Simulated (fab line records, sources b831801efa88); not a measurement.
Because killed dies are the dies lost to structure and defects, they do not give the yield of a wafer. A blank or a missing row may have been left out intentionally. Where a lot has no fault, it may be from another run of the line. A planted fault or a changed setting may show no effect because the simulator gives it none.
Chamber matching -- flow sky130 -- SKY_FIELD_ISO_ETCH_17 on rie-si-01 has 4 sister chambers
The step etches Si in HBr/Cl2/O2, target depth 342 nm, time 97.7 s. 14 wafers are shown with their chamber, then 7 later ones without.

## WAFERS WITH THEIR CHAMBER
wafer,chamber,drypump-motor-current-A (A),oes-product-au (a.u.),throttle-valve-pct (%)
L835.1,3,6.1,1.021,25.644
L835.2,1,4.9,0.989,25.657
L835.3,0,6.5,1.014,25.649
L836.2,1,4.9,0.981,25.675
L836.3,0,6.5,1.011,25.661
L836.6,2,6.4,1.013,25.638
L837.3,1,4.9,0.979,25.667
L837.4,2,6.4,1.011,25.662
L837.6,0,6.5,1.002,25.652
L838.1,2,6.5,1.013,25.635
L838.2,0,6.5,1.008,25.655
L838.4,0,6.5,1.016,25.663
L847.1,3,6.1,0.997,25.656
L847.2,2,6.4,1.018,25.651

SIGNATURES, as means of the wafers listed above
reading,chamber 0,chamber 1,chamber 2,chamber 3,scatter within a chamber
drypump-motor-current-A,6.500,4.900,6.425,6.100,0.0274
oes-product-au,1.01020,0.98300,1.01375,1.00900,0.00701
throttle-valve-pct,25.65600,25.66633,25.64650,25.65000,0.00916
Rule: a wafer's distance from a chamber is the root of the sum, over the readings, of the square of ((its reading less the chamber's mean) divided by the reading's scatter). The wafer belongs to the nearest chamber; if the next one is less than 2 further off, it can't be placed. The scatter: the root of (the sum of the squares of (reading less its chamber's mean) over the shown wafers, divided by (wafers less chambers)).

## WAFERS WITH NO CHAMBER GIVEN
wafer,drypump-motor-current-A (A),oes-product-au (a.u.),throttle-valve-pct (%)
L847.6,6.1,1.002,25.631
L852.1,6.1,1.006,25.649
L852.2,6.4,1.007,25.657
L852.6,6.1,1.006,25.666
L855.2,6.4,0.998,25.656
L855.3,6.1,1.011,25.640
L855.5,6.5,1.020,25.657

## CHAMBER TAKEN BY EACH
wafer,from the rows above,in truth
L847.6,3,3
L852.1,3,3
L852.2,can't be placed: 2 or 0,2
L852.6,3,3
L855.2,can't be placed: 2 or 0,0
L855.3,3,3
L855.5,can't be placed: 0 or 2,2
Placed correctly: 4 of 7. Not placeable from these rows: 3 (in 3, the candidates include the true chamber). 0 placed wrongly.
